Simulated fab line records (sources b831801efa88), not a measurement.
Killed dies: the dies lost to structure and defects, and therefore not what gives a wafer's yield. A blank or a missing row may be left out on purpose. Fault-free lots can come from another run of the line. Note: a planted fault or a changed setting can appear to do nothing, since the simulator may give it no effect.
What tool caused it? | flow sfq_line | 6 lots (18 wafers sampled), 1 step of a 325-step route

## WHAT THE GAUGES SHOWED, per wafer
SFQ_JJ_RS_MEAS_929: the measuring method here is four-point-probe.
lot  | measured     | on            | JJ_NB_RS (ohm/sq)
L799 | day 54 20:29 | film_metro-02 | 1.094 1.086 1.092
L801 | day 59 08:26 | film_metro-03 | 1.090 1.070 1.072
L803 | day 59 18:16 | film_metro-03 | 1.085 1.078 1.094
L805 | day 60 03:38 | film_metro-03 | 1.077 1.096 1.098
L807 | day 60 20:28 | film_metro-02 | 1.103 1.110 1.090
L809 | day 61 07:16 | film_metro-03 | 1.081 1.074 1.075

## EACH LOT AND THE TOOL THAT RAN IT (in order: tool; ch and the chambers of the sampled wafers; start)
Before these readings, the record contains no process step.

## THE ANSWER, worked out from the rows above alone
Rule: usual is defined by the lots themselves. The widest of any qualifying gaps counts: lots, ordered by their means at a reading, are off when they make up no more than a third of the lots, leave a main group of 4 or more, and stand apart from it by 3 or more times the standard deviation of that group's means. A main group is skipped when, at the precision printed for the reading in the tables above, its means are all equal. Also off: a lot with no number at a reading for which 4 or more lots have one. All remaining lots with rows at the step are treated as sound.
Across all readings shown, no lot is off: no conclusion can be drawn from this.

## WHAT THE SIMULATOR HAD INSERTED
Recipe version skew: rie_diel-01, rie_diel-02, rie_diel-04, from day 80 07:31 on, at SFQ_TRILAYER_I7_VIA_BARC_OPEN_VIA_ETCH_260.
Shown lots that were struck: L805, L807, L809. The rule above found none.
